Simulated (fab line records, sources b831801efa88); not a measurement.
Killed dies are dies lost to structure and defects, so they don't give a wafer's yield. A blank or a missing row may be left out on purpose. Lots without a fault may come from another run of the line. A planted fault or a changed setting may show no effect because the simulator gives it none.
A struck lot beside a sound one | flow sky130 | 15 steps out of a route of 708
Sound: wafers L733.2, L733.5, L733.6. Struck: wafers L741.2, L741.3, L741.6. The cause comes at the end.
At each step with rows: each side's tool, then ch and its chambers, then its first start. Under that, the readings that differ: sound wafers | struck wafers | difference of the means | sigmas: that difference in standard deviations of wafers without a fault.
alike: readings whose means differ by less than 2 such deviations, and words and numbers that are the same on both sides. not compared: withheld readings, readings that some wafer has no value for, bounds like >300 that may hide the same value, and numbers for which the record gives no deviation and whose values overlap.
The two part at a step that has a row with sigmas, a row that says differs or no value, or rows on one side only. Numbers that don't overlap but have no deviation are shown without sigmas and don't part them. A reading that every wafer of one side lacks parts them only if that side has two wafers or more.

first, 3 steps without rows for these wafers: SKY_VIA3_EXPOSE_09 (exposes mask VIM3, target cd 200 nm); SKY_VIA3_PEB_10; SKY_VIA3_DEVELOP_11 (develop time 60 s).
SKY_VIA3_CD_MEAS_12: target cd 200 nm.
  sound on cd_sem-01, day 40 19:46; struck on cd_sem-01, day 42 23:22
  alike: cd_nm
SKY_VIA3_OVL_MEAS_13:
  sound on overlay-02, day 40 19:53; struck on overlay-01, day 42 23:28
  alike: VIA3_OVL
SKY_VIA3_ETCH_14: etches BARC in N2/H2, stops on SiO2, time 45.9 s, target depth 60 nm.
  sound on rie_diel-04 ch 2,3, day 40 19:55; struck on rie_diel-04 ch 0,2,3, day 42 23:30
  alike: chamber_pressure_mTorr, drypump_motor_current_A, h2_flow_sccm, oes_product_au, throttle_valve_pct
  not compared: rf_hours_counter_h
SKY_VIA3_ETCH_15: etches SiO2 in C4F8/O2/Ar, stops on TiN, target depth 507 nm, time 78 s.
  sound on rie_diel-04 ch 2,3, day 40 19:57; struck on rie_diel-04 ch 0,2,3, day 42 23:32
  alike: chamber_pressure_mTorr, oes_product_au
  not compared: rf_hours_counter_h
SKY_VIA3_STRIP_16: strips in O2/N2.
  sound on plasma_asher-02 ch 0,1, day 40 20:01; struck on plasma_asher-03 ch 0,1, day 42 23:36
  alike: chamber_pressure_mTorr, drypump_motor_current_A, oes_product_au, strip_time_to_endpoint_s
  not compared: rf_hours_counter_h
then, 3 steps without rows for these wafers: SKY_VIA3_STRIP_17 (strips in post etch residue remover, time 1200 s); SKY_VIA3_CLEAN_18 (cleans in IPA, time 180 s); SKY_VIA3_CLEAN_19 (cleans in O3/DIW).
SKY_VIA3_SPUTTER_20: material TiN, target thk 20 nm, time 80 s.
  sound on pvd_sputter-03, day 40 20:37; struck on pvd_sputter-03, day 43 00:14
  alike: throttle_valve_pct
SKY_VIA3_CVD_21: deposits W, target thk 390 nm, time 117.31 s.
  sound on cvd_w-01 ch 0,1, day 40 20:40; struck on cvd_w-01 ch 0,1, day 43 00:18
  no value came back on the struck wafers for chamber_pressure_Torr (Torr), heater_power_outer_w (W), heater_power_w (W); on the sound wafers chamber_pressure_Torr (Torr) reads 39.99 40.00 40.15
SKY_VIA3_RS_MEAS_22: measures by four-point-probe.
  sound on film_metro-02, day 40 20:49; struck on film_metro-04, day 43 00:46
  reading            | sound                | struck               | difference | sigmas
  VIA3_W_RS (ohm/sq) | 0.2932 0.2936 0.2946 | 57.390 56.027 56.405 | +56.314    | +99 or more
  not compared: hold
then, 1 step without rows for these wafers: SKY_PAD_OPEN_PROBE_99.

WHERE THEY PART
First at SKY_VIA3_CVD_21; last, within this record, at SKY_VIA3_RS_MEAS_22.

WHY: what the simulator had put in
Skipped step whole: cvd_w-01, from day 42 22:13 on, at SKY_VIA3_CVD_21. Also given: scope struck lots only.
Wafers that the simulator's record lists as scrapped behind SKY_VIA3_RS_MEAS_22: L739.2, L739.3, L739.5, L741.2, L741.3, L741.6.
